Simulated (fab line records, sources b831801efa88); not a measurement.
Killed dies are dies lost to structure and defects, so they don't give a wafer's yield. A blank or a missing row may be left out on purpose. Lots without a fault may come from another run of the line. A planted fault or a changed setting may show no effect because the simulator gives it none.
Which tool did it? | flow gf180mcu | 13 lots, 39 wafers sampled, at 3 steps of a route of 602

WHAT THE GAUGES READ, wafer by wafer
GF_V5_OVL_MEAS_15. Usual: V5_OVL 3 nm, standard deviation 4.7.
lot  | measured     | on         | V5_OVL (nm) | flag
L354 | day 27 11:02 | overlay-01 | 3 -4 2      |
L356 | day 27 22:02 | overlay-01 | 3 7 9       |
L357 | day 28 09:56 | overlay-02 | -8 5 3      |
L358 | day 28 20:11 | overlay-02 | -7 5 7      |
L362 | day 29 23:55 | overlay-02 | 5 1 2       |
L363 | day 30 05:34 | overlay-01 | 3 6 3       |
L369 | day 32 05:38 | overlay-01 | 11 9 4      |
L370 | day 32 11:40 | overlay-02 | 1 9 6       |
L372 | day 32 14:41 | overlay-01 | -2 2 8      |
L373 | day 32 21:53 | overlay-01 | 3 4 2       |
L374 | day 33 02:50 | overlay-01 | 3 1 5       |
L375 | day 33 11:14 | overlay-01 | 8 9 7       |
L376 | day 33 13:50 | overlay-01 | 5 1 0       |

WHICH TOOL RAN EACH LOT (tool, then ch and the chambers of the sampled wafers, then the start)
lot  | GF_V2_SPUTTER_21             | GF_M5_METAL_ETCH_10
L354 | pvd_sputter-04, day 20 15:22 | rie_metal-02 ch 0,1, day 26 13:20
L356 | pvd_sputter-03, day 21 04:18 | rie_metal-02 ch 0,1, day 27 00:56
L357 | pvd_sputter-02, day 21 17:31 | rie_metal-02 ch 0,1, day 27 12:48
L358 | pvd_sputter-03, day 22 07:01 | rie_metal-01 ch 1, day 27 23:23
L362 | pvd_sputter-03, day 23 16:19 | rie_metal-01 ch 0,1, day 29 03:44
L363 | pvd_sputter-03, day 23 23:31 | rie_metal-02 ch 0,1, day 29 09:17
L369 | pvd_sputter-02, day 26 09:43 | rie_metal-04 ch 0,1, day 31 11:13
L370 | pvd_sputter-03, day 26 18:04 | rie_metal-04 ch 1, day 31 17:49
L372 | pvd_sputter-02, day 26 20:42 | rie_metal-02 ch 0,1, day 31 20:41
L373 | pvd_sputter-02, day 27 05:24 | rie_metal-02 ch 0,1, day 32 02:55
L374 | pvd_sputter-02, day 27 12:41 | rie_metal-04 ch 0, day 32 09:22
L375 | pvd_sputter-02, day 27 22:34 | rie_metal-01 ch 1, day 32 18:07
L376 | pvd_sputter-04, day 28 01:41 | rie_metal-01 ch 0,1, day 32 20:37
- GF_V2_SPUTTER_21: material Ti, target thk 15 nm, time 80.02 s.
- GF_M5_METAL_ETCH_10: etches the open film in Cl2/BCl3, stops on SiO2, target depth 750.8 nm, time 125.1 s.

WHAT THE TOOLS THEMSELVES READ (means of the sampled wafers that have a number; where no wafer has one, the mark that the record gives instead)
GF_V2_SPUTTER_21. Usual: throttle_valve_pct 30.3 %, standard deviation 0.93.
lot  | tool           | throttle_valve_pct (%) | flag
L354 | pvd_sputter-04 | 30.3                   |
L356 | pvd_sputter-03 | 29.1                   |
L357 | pvd_sputter-02 | 30.4                   |
L358 | pvd_sputter-03 | 29.5                   |
L362 | pvd_sputter-03 | 29.9                   |
L363 | pvd_sputter-03 | 30.3                   |
L369 | pvd_sputter-02 | 30.3                   |
L370 | pvd_sputter-03 | 29.6                   |
L372 | pvd_sputter-02 | 30.6                   |
L373 | pvd_sputter-02 | 30.9                   |
L374 | pvd_sputter-02 | 30.7                   |
L375 | pvd_sputter-02 | 30.9                   |
L376 | pvd_sputter-04 | 31.0                   |

GF_M5_METAL_ETCH_10. Usual: drypump_motor_current_A 5.8 A, standard deviation 0.52; oes_product_au 0.993 a.u., standard deviation 0.005; throttle_valve_pct 28.228 %, standard deviation 0.011.
lot  | tool         | drypump_motor_current_A (A) | oes_product_au (a.u.) | throttle_valve_pct (%) | flag
L354 | rie_metal-02 | 6.5                         | 0.994                 | 28.215                 |
L356 | rie_metal-02 | 6.5                         | 0.993                 | 28.231                 |
L357 | rie_metal-02 | 6.4                         | 0.999                 | 28.227                 |
L358 | rie_metal-01 | 5.2                         | 0.996                 | 28.226                 |
L362 | rie_metal-01 | 5.6                         | 0.986                 | 28.240                 |
L363 | rie_metal-02 | 6.4                         | 0.994                 | 28.218                 |
L369 | rie_metal-04 | 5.6                         | 0.995                 | 28.240                 |
L370 | rie_metal-04 | 5.3                         | 0.994                 | 28.222                 |
L372 | rie_metal-02 | 6.4                         | 0.992                 | 28.231                 |
L373 | rie_metal-02 | 6.4                         | 0.990                 | 28.234                 |
L374 | rie_metal-04 | 6.2                         | 0.986                 | 28.228                 |
L375 | rie_metal-01 | 5.2                         | 0.988                 | 28.226                 |
L376 | rie_metal-01 | 5.4                         | 0.995                 | 28.224                 |

THE ANSWER, worked out from the rows above alone
Rule: a lot is off if the mean of its wafers that have a number lies more than 3 standard deviations from the usual mean. A lot without any number at a reading at which 4 lots or more have one is off too. The other lots that the step has rows for count as sound. The gauges are gone through in route order, then the tools' own readings, and for those a lot's mean is taken as printed above. The first step at which some lot is off is used, and at that step the reading that is off furthest; a lot without a number counts as furthest.
No lot is off at any reading shown: from this, nothing can be told.

WHAT THE SIMULATOR HAD PUT IN
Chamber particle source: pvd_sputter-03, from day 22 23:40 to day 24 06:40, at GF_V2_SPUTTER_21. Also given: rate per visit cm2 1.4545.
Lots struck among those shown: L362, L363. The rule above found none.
